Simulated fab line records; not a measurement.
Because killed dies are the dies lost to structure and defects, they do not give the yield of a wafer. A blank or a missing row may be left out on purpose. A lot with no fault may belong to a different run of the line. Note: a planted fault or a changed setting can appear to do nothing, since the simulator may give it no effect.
The tool behind it: which one? / flow sky130 / Sampling: 14 lots, 42 wafers, 2 of 708 route steps

## WHAT THE GAUGES SHOWED, per wafer
SKY_LOCAL_INTERCONNECT_OVL_MEAS_12. Usual: LOCAL_INTERCONNECT_OVL -2 nm, standard deviation 6.2.
lot=L696; measured=day 31 04:54; on=overlay-01; LOCAL_INTERCONNECT_OVL (nm)=8 14 6; flag=
lot=L698; measured=day 31 14:47; on=overlay-01; LOCAL_INTERCONNECT_OVL (nm)=12 6 5; flag=
lot=L699; measured=day 31 18:59; on=overlay-01; LOCAL_INTERCONNECT_OVL (nm)=3 -8 -1; flag=
lot=L701; measured=day 32 07:33; on=overlay-01; LOCAL_INTERCONNECT_OVL (nm)=-7 -4 -10; flag=
lot=L702; measured=day 32 18:14; on=overlay-01; LOCAL_INTERCONNECT_OVL (nm)=-4 -1 4; flag=
lot=L703; measured=day 32 20:34; on=overlay-02; LOCAL_INTERCONNECT_OVL (nm)=-10 -6 -3; flag=
lot=L705; measured=day 33 12:41; on=overlay-01; LOCAL_INTERCONNECT_OVL (nm)=1 -6 4; flag=
lot=L708; measured=day 34 10:44; on=overlay-01; LOCAL_INTERCONNECT_OVL (nm)=-3 -8 -8; flag=
lot=L712; measured=day 36 01:23; on=overlay-02; LOCAL_INTERCONNECT_OVL (nm)=-4 -4 1; flag=
lot=L713; measured=day 36 05:44; on=overlay-02; LOCAL_INTERCONNECT_OVL (nm)=-6 -7 0; flag=
lot=L716; measured=day 36 17:50; on=overlay-01; LOCAL_INTERCONNECT_OVL (nm)=-1 -3 -5; flag=
lot=L717; measured=day 37 10:05; on=overlay-02; LOCAL_INTERCONNECT_OVL (nm)=-13 -7 -13; flag=
lot=L718; measured=day 37 17:35; on=overlay-01; LOCAL_INTERCONNECT_OVL (nm)=6 1 5; flag=
lot=L719; measured=day 38 04:42; on=overlay-01; LOCAL_INTERCONNECT_OVL (nm)=-5 1 0; flag=

## EACH LOT AND THE TOOL THAT RAN IT (in order: tool; ch and the chambers of the sampled wafers; start)
lot=L696; SKY_LOCAL_INTERCONNECT_SPUTTER_00=pvd sputter-01, day 30 00:37
lot=L698; SKY_LOCAL_INTERCONNECT_SPUTTER_00=pvd sputter-02, day 30 10:42
lot=L699; SKY_LOCAL_INTERCONNECT_SPUTTER_00=pvd sputter-01, day 30 14:35
lot=L701; SKY_LOCAL_INTERCONNECT_SPUTTER_00=pvd sputter-02, day 31 04:08
lot=L702; SKY_LOCAL_INTERCONNECT_SPUTTER_00=pvd sputter-03, day 31 13:51
lot=L703; SKY_LOCAL_INTERCONNECT_SPUTTER_00=pvd sputter-02, day 31 17:09
lot=L705; SKY_LOCAL_INTERCONNECT_SPUTTER_00=pvd sputter-01, day 32 09:35
lot=L708; SKY_LOCAL_INTERCONNECT_SPUTTER_00=pvd sputter-03, day 33 08:09
lot=L712; SKY_LOCAL_INTERCONNECT_SPUTTER_00=pvd sputter-01, day 34 22:47
lot=L713; SKY_LOCAL_INTERCONNECT_SPUTTER_00=pvd sputter-01, day 35 04:08
lot=L716; SKY_LOCAL_INTERCONNECT_SPUTTER_00=pvd sputter-02, day 35 15:24
lot=L717; SKY_LOCAL_INTERCONNECT_SPUTTER_00=pvd sputter-03, day 36 07:43
lot=L718; SKY_LOCAL_INTERCONNECT_SPUTTER_00=pvd sputter-03, day 36 14:52
lot=L719; SKY_LOCAL_INTERCONNECT_SPUTTER_00=pvd sputter-02, day 37 01:52
- SKY_LOCAL_INTERCONNECT_SPUTTER_00: material TiN, target thk 100 nm, time 83.3 s.

## AS READ BY THE TOOLS THEMSELVES (means over the sampled wafers that have a number; for cases with no such wafer, the mark the record gives instead)
SKY_LOCAL_INTERCONNECT_SPUTTER_00. Usual: substrate temp c 299.99 C, standard deviation 0.2; throttle valve pct 30.2 %, standard deviation 0.68.
lot=L696; tool=pvd sputter-01; substrate temp c (C)=299.77; throttle valve pct (%)=30.6; flag=
lot=L698; tool=pvd sputter-02; substrate temp c (C)=299.84; throttle valve pct (%)=29.8; flag=
lot=L699; tool=pvd sputter-01; substrate temp c (C)=299.98; throttle valve pct (%)=30.2; flag=
lot=L701; tool=pvd sputter-02; substrate temp c (C)=299.77; throttle valve pct (%)=29.6; flag=
lot=L702; tool=pvd sputter-03; substrate temp c (C)=299.96; throttle valve pct (%)=30.1; flag=
lot=L703; tool=pvd sputter-02; substrate temp c (C)=300.06; throttle valve pct (%)=30.9; flag=
lot=L705; tool=pvd sputter-01; substrate temp c (C)=300.11; throttle valve pct (%)=30.2; flag=
lot=L708; tool=pvd sputter-03; substrate temp c (C)=299.97; throttle valve pct (%)=30.4; flag=
lot=L712; tool=pvd sputter-01; substrate temp c (C)=299.97; throttle valve pct (%)=30.5; flag=
lot=L713; tool=pvd sputter-01; substrate temp c (C)=299.89; throttle valve pct (%)=30.6; flag=
lot=L716; tool=pvd sputter-02; substrate temp c (C)=299.97; throttle valve pct (%)=29.8; flag=
lot=L717; tool=pvd sputter-03; substrate temp c (C)=299.84; throttle valve pct (%)=30.6; flag=
lot=L718; tool=pvd sputter-03; substrate temp c (C)=299.97; throttle valve pct (%)=30.1; flag=
lot=L719; tool=pvd sputter-02; substrate temp c (C)=299.84; throttle valve pct (%)=30.0; flag=

## THE ANSWER, worked out from the rows above alone
Rule: a lot counts as off when the mean over its wafers that have a number is more than 3 standard deviations away from the usual mean. A lot without any number at a reading at which 4 lots or more have one is off too. All remaining lots with rows at the step are treated as sound. First the gauges in route order, then the tools' own readings, where a lot's mean is used as printed above. At the first step where some lot is off, the reading lying furthest off is the one used; lots without a number count as furthest.
Across all readings shown, no lot is off: no conclusion can be drawn from this.

## WHAT WAS PUT IN BY THE SIMULATOR
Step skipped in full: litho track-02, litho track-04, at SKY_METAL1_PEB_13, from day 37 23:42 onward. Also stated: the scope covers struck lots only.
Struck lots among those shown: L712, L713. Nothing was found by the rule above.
